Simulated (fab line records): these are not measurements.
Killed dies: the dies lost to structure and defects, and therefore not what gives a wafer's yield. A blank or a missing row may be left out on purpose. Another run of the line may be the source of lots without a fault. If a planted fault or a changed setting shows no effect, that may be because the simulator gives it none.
What tool caused it? | flow sky130 | 24 lots, 72 wafers sampled, at 6 steps of a route of 708

## WHAT EACH GAUGE READ, for each wafer
SKY_POLY_GATE_OVL_MEAS_14. Usual: for POLY_GATE_OVL the level is -3 nm and the standard deviation is 6.3.
lot  | measured     | on         | POLY_GATE_OVL (nm) | flag
L074 | day 16 07:24 | overlay-02 | 0 -7 -4            |
L075 | day 16 11:59 | overlay-01 | 3 12 -1            |
L076 | day 16 20:23 | overlay-01 | -7 -12 -7          |
L077 | day 17 17:11 | overlay-02 | 1 0 -17            |
L078 | day 17 17:18 | overlay-01 | -11 -10 -11        |
L079 | day 18 12:57 | overlay-02 | 15 8 2             |
L080 | day 18 23:59 | overlay-01 | 6 7 5              |
L081 | day 19 15:00 | overlay-01 | -5 -11 -3          |
L082 | day 19 16:50 | overlay-01 | -1 -5 -2           |
L083 | day 20 02:42 | overlay-01 | -1 -3 -5           |
L084 | day 20 10:58 | overlay-01 | 4 -4 4             |
L085 | day 20 19:55 | overlay-01 | -3 -5 -17          |
L086 | day 21 14:13 | overlay-02 | -1 -4 2            |
L087 | day 21 15:48 | overlay-02 | -7 -6 -10          |
L088 | day 22 06:28 | overlay-01 | -5 -2 -4           |
L090 | day 22 16:40 | overlay-02 | -4 -8 -4           |
L089 | day 22 18:58 | overlay-02 | -2 -12 -14         |
L091 | day 22 20:30 | overlay-02 | -3 -1 -2           |
L092 | day 23 07:38 | overlay-01 | -10 -19 -11        |
L093 | day 23 10:45 | overlay-02 | 9 9 11             |
L095 | day 24 02:26 | overlay-02 | 0 -7 -9            |
L094 | day 24 09:25 | overlay-01 | -4 -4 5            |
L096 | day 24 17:41 | overlay-01 | 5 9 -1             |
L097 | day 24 18:02 | overlay-02 | -6 -5 -6           |

SKY_LDD_HVP_TW_MEAS_10. Usual: for LDD_HVP_TW the level is 451 and the standard deviation is 6.6.
lot  | measured     | on            | LDD_HVP_TW  | flag
L074 | day 21 15:29 | film-metro-02 | 454 459 458 |
L075 | day 21 17:15 | film-metro-02 | 455 455 457 |
L076 | day 22 08:02 | film-metro-03 | 464 463 466 |
L077 | day 23 02:24 | film-metro-02 | 452 449 452 |
L078 | day 23 03:22 | film-metro-02 | 451 449 450 |
L079 | day 23 20:44 | film-metro-02 | 454 453 451 |
L080 | day 24 05:44 | film-metro-01 | 447 446 445 |
L081 | day 24 20:40 | film-metro-01 | 447 446 446 |
L082 | day 24 20:53 | film-metro-01 | 446 443 446 |
L083 | day 25 07:21 | film-metro-02 | 450 453 453 |
L084 | day 25 13:10 | film-metro-02 | 452 453 454 |
L085 | day 26 02:07 | film-metro-03 | 463 463 461 |
L086 | day 26 15:43 | film-metro-01 | 443 445 445 |
L087 | day 26 17:06 | film-metro-01 | 444 445 441 |
L088 | day 27 08:40 | film-metro-02 | 454 454 454 |
L090 | day 27 17:23 | film-metro-01 | 448 445 448 |
L089 | day 27 17:52 | film-metro-02 | 452 451 452 |
L091 | day 27 20:54 | film-metro-01 | 445 442 444 |
L092 | day 28 06:52 | film-metro-01 | 442 441 444 |
L093 | day 28 10:44 | film-metro-03 | 463 466 468 |
L095 | day 29 01:16 | film-metro-02 | 455 457 455 |
L094 | day 29 09:45 | film-metro-01 | 445 445 443 |
L096 | day 29 16:37 | film-metro-02 | 455 453 455 |
L097 | day 29 15:46 | film-metro-01 | 444 444 445 |

SKY_SD_P_OVL_MEAS_08. Usual: for SD_P_OVL the level is -1.0 nm and the standard deviation is 1.3.
lot  | measured     | on         | SD_P_OVL (nm)  | flag
L074 | day 25 10:08 | overlay-02 | -0.4 -0.6 -2.3 |
L075 | day 25 13:00 | overlay-01 | -0.4 -0.6 -1.4 |
L076 | day 26 07:27 | overlay-02 | -1.8 -1.3 -2.0 |
L077 | day 26 21:35 | overlay-01 | -2.1 -0.4 -0.9 |
L078 | day 26 23:41 | overlay-02 | -1.9 -0.7 1.7  |
L079 | day 27 13:58 | overlay-02 | -1.4 -1.7 0.0  |
L080 | day 27 21:59 | overlay-02 | -2.5 -1.6 -1.3 |
L081 | day 28 14:03 | overlay-01 | -2.9 -0.1 -1.3 |
L082 | day 28 14:17 | overlay-02 | -2.2 0.3 -1.0  |
L083 | day 28 23:37 | overlay-02 | -1.2 -2.5 -1.0 |
L084 | day 29 06:07 | overlay-01 | -0.8 -0.9 -2.7 |
L085 | day 29 17:38 | overlay-01 | 0.6 -0.8 -1.5  |
L086 | day 30 08:25 | overlay-02 | -3.2 -5.4 -3.5 |
L087 | day 30 09:15 | overlay-02 | 0.6 -2.1 -1.0  |
L088 | day 31 00:50 | overlay-02 | -0.3 0.6 -1.7  |
L090 | day 31 07:54 | overlay-02 | -2.3 -2.9 -2.0 |
L089 | day 31 09:37 | overlay-02 | -2.0 1.0 -1.8  |
L091 | day 31 11:21 | overlay-01 | -2.7 0.6 0.8   |
L092 | day 31 22:44 | overlay-02 | -2.4 -1.8 -3.1 |
L093 | day 32 02:46 | overlay-01 | 0.8 0.9 -0.5   |
L095 | day 32 14:28 | overlay-02 | -0.3 0.3 -0.4  |
L094 | day 32 22:56 | overlay-02 | 0.3 -0.2 -0.2  |
L096 | day 33 06:11 | overlay-02 | -2.3 -1.3 -1.3 |
L097 | day 33 04:34 | overlay-02 | -0.2 0.5 -0.3  |

SKY_VIA2_RS_MEAS_22: measurement is done with a four-point probe. Usual: for VIA2_W_RS the level is 0.275 ohm/sq and the standard deviation is 0.0037.
lot  | measured     | on            | VIA2_W_RS (ohm/sq) | flag
L074 | day 36 07:52 | film-metro-04 | 0.276 0.273 0.273  |
L075 | day 36 11:54 | film-metro-03 | 0.278 0.278 0.278  |
L076 | day 37 03:15 | film-metro-04 | 0.273 0.273 0.273  |
L077 | day 37 15:53 | film-metro-03 | 0.275 0.279 0.279  |
L078 | day 37 17:19 | film-metro-03 | 0.280 0.274 0.279  |
L079 | day 38 05:23 | film-metro-03 | 0.271 0.277 0.276  |
L080 | day 38 13:31 | film-metro-03 | 0.272 0.271 0.278  |
L081 | day 39 03:06 | film-metro-03 | 0.272 0.277 0.273  |
L082 | day 39 05:58 | film-metro-04 | 0.274 0.275 0.282  |
L083 | day 39 10:16 | film-metro-03 | 0.270 0.274 0.274  |
L084 | day 39 18:06 | film-metro-02 | 0.270 0.269 0.269  |
L085 | day 40 03:03 | film-metro-03 | 0.275 0.274 0.277  |
L086 | day 40 15:33 | film-metro-04 | 0.273 0.274 0.275  |
L087 | day 40 15:44 | film-metro-02 | 0.274 0.277 0.279  |
L088 | day 41 07:22 | film-metro-04 | 0.273 0.273 0.275  |
L090 | day 41 10:58 | film-metro-03 | 0.277 0.274 0.278  |
L089 | day 41 12:12 | film-metro-04 | 0.278 0.279 0.281  |
L091 | day 41 14:05 | film-metro-02 | 0.265 0.265 0.265  |
L092 | day 42 02:50 | film-metro-04 | 0.271 0.276 0.274  |
L093 | day 42 04:41 | film-metro-03 | 0.277 0.276 0.275  |
L095 | day 42 17:29 | film-metro-02 | 0.272 0.274 0.273  |
L094 | day 42 21:58 | film-metro-03 | 0.278 0.282 0.279  |
L096 | day 43 05:39 | film-metro-04 | 0.272 0.268 0.266  |
L097 | day 43 04:59 | film-metro-03 | 0.277 0.278 0.277  |

## WHICH TOOL RAN EACH LOT (tool, then ch and the chambers of the sampled wafers, then the start)
lot  | SKY_CONTACT_ETCH_16                | SKY_VIA2_CVD_21
L074 | rie-diel-03 ch 0,1,2, day 31 14:09 | cvd-w-02 ch 0,1, day 36 07:44
L075 | rie-diel-01 ch 1,2,3, day 31 17:36 | cvd-w-02 ch 0, day 36 11:46
L076 | rie-diel-01 ch 1,2, day 32 10:17   | cvd-w-02 ch 0,1, day 37 03:07
L077 | rie-diel-03 ch 0,2,3, day 32 23:05 | cvd-w-02 ch 0,1, day 37 15:46
L078 | rie-diel-03 ch 0,1,2, day 33 01:20 | cvd-w-02 ch 1, day 37 17:11
L079 | rie-diel-03 ch 1,3, day 33 14:15   | cvd-w-02 ch 0,1, day 38 05:16
L080 | rie-diel-02 ch 0,1,3, day 33 21:58 | cvd-w-01 ch 0,1, day 38 13:22
L081 | rie-diel-01 ch 0,1, day 34 13:00   | cvd-w-02 ch 0,1, day 39 02:58
L082 | rie-diel-02 ch 0,2,3, day 34 14:33 | cvd-w-02 ch 0,1, day 39 05:50
L083 | rie-diel-03 ch 0,2, day 34 20:15   | cvd-w-01 ch 0,1, day 39 10:08
L084 | rie-diel-03 ch 1,2, day 35 03:38   | cvd-w-01 ch 0,1, day 39 17:57
L085 | rie-diel-03 ch 0,2, day 35 13:24   | cvd-w-02 ch 0, day 40 02:55
L086 | rie-diel-01 ch 0,2, day 36 03:56   | cvd-w-01 ch 0,1, day 40 15:25
L087 | rie-diel-03 ch 1,2, day 36 04:37   | cvd-w-02 ch 0,1, day 40 15:36
L088 | rie-diel-03 ch 1,2,3, day 36 19:14 | cvd-w-02 ch 0,1, day 41 07:13
L090 | rie-diel-02 ch 0,2,3, day 36 23:49 | cvd-w-02 ch 0,1, day 41 10:49
L089 | rie-diel-02 ch 1,2, day 37 01:49   | cvd-w-02 ch 0,1, day 41 12:05
L091 | rie-diel-03 ch 1,2, day 37 03:50   | cvd-w-01 ch 0,1, day 41 13:57
L092 | rie-diel-01 ch 0,1,2, day 37 15:21 | cvd-w-02 ch 0,1, day 42 02:41
L093 | rie-diel-03 ch 2,3, day 37 19:41   | cvd-w-02 ch 0,1, day 42 04:32
L095 | rie-diel-02 ch 0,2, day 38 05:18   | cvd-w-02 ch 0,1, day 42 17:20
L094 | rie-diel-02 ch 0,2,3, day 38 13:13 | cvd-w-02 ch 0, day 42 21:50
L096 | rie-diel-03 ch 0,3, day 38 21:41   | cvd-w-01 ch 0,1, day 43 05:31
L097 | rie-diel-01 ch 0,2,3, day 38 20:38 | cvd-w-02 ch 0,1, day 43 04:52
- SKY_CONTACT_ETCH_16: etches BARC in N2/H2, stops on SiO2, time 45.9 s, target depth 60 nm.
- SKY_VIA2_CVD_21: deposits W, target thk 420 nm, time 126.4 s.

## AS READ BY THE TOOLS THEMSELVES (means over the sampled wafers that have a number; for cases with no such wafer, the mark the record gives instead)
SKY_CONTACT_ETCH_16. Usual: drypump-motor-current-A 5.6 A, standard deviation 0.54; oes-product-au 0.855 a.u., standard deviation 0.0045; throttle-valve-pct 13.224 %, standard deviation 0.0088.
lot  | tool        | drypump-motor-current-A (A) | oes-product-au (a.u.) | throttle-valve-pct (%) | flag
L074 | rie-diel-03 | 5.2                         | 0.857                 | 13.225                 |
L075 | rie-diel-01 | 6.2                         | 0.857                 | 13.229                 |
L076 | rie-diel-01 | 6.2                         | 0.855                 | 13.232                 |
L077 | rie-diel-03 | 5.6                         | 0.854                 | 13.227                 |
L078 | rie-diel-03 | 5.2                         | 0.854                 | 13.226                 |
L079 | rie-diel-03 | 5.8                         | 0.853                 | 13.215                 |
L080 | rie-diel-02 | 5.6                         | 0.858                 | 13.220                 |
L081 | rie-diel-01 | 6.0                         | 0.853                 | 13.224                 |
L082 | rie-diel-02 | 5.2                         | 0.854                 | 13.225                 |
L083 | rie-diel-03 | 5.2                         | 0.857                 | 13.225                 |
L084 | rie-diel-03 | 5.0                         | 0.850                 | 13.231                 |
L085 | rie-diel-03 | 5.3                         | 0.858                 | 13.221                 |
L086 | rie-diel-01 | 6.1                         | 0.853                 | 13.214                 |
L087 | rie-diel-03 | 5.1                         | 0.857                 | 13.223                 |
L088 | rie-diel-03 | 5.4                         | 0.854                 | 13.224                 |
L090 | rie-diel-02 | 5.2                         | 0.856                 | 13.220                 |
L089 | rie-diel-02 | 6.2                         | 0.855                 | 13.220                 |
L091 | rie-diel-03 | 5.0                         | 0.856                 | 13.222                 |
L092 | rie-diel-01 | 6.1                         | 0.856                 | 13.222                 |
L093 | rie-diel-03 | 5.5                         | 0.853                 | 13.220                 |
L095 | rie-diel-02 | 5.3                         | 0.853                 | 13.229                 |
L094 | rie-diel-02 | 5.2                         | 0.855                 | 13.229                 |
L096 | rie-diel-03 | 5.9                         | 0.854                 | 13.217                 |
L097 | rie-diel-01 | 6.2                         | 0.854                 | 13.229                 |

SKY_VIA2_CVD_21. Usual: heater-power-w at 910 W, with a standard deviation of 48.
lot  | tool     | heater-power-w (W) | flag
L074 | cvd-w-02 | 918                |
L075 | cvd-w-02 | 905                |
L076 | cvd-w-02 | 924                |
L077 | cvd-w-02 | 925                |
L078 | cvd-w-02 | 940                |
L079 | cvd-w-02 | 942                |
L080 | cvd-w-01 | 875                |
L081 | cvd-w-02 | 921                |
L082 | cvd-w-02 | 920                |
L083 | cvd-w-01 | 831                |
L084 | cvd-w-01 | 831                |
L085 | cvd-w-02 | 920                |
L086 | cvd-w-01 | 820                |
L087 | cvd-w-02 | 943                |
L088 | cvd-w-02 | 942                |
L090 | cvd-w-02 | 930                |
L089 | cvd-w-02 | 930                |
L091 | cvd-w-01 | 819                |
L092 | cvd-w-02 | 941                |
L093 | cvd-w-02 | 936                |
L095 | cvd-w-02 | 935                |
L094 | cvd-w-02 | 935                |
L096 | cvd-w-01 | 827                |
L097 | cvd-w-02 | 935                |

## THE ANSWER, worked out from the rows above alone
Rule: take the mean of a lot's wafers that have a number; if it is more than 3 standard deviations from the usual mean, the lot is off. Also off: a lot with no number at a reading for which 4 or more lots have one. Where the step has rows for the other lots, those lots are counted as sound. First the gauges in route order, then the tools' own readings, where a lot's mean is used as printed above. The first step at which some lot is off is used, and at that step the reading that is off furthest; a lot without a number counts as furthest.
Nothing can be told from this: no lot is off at any reading shown.

## WHAT THE SIMULATOR HAD PUT IN
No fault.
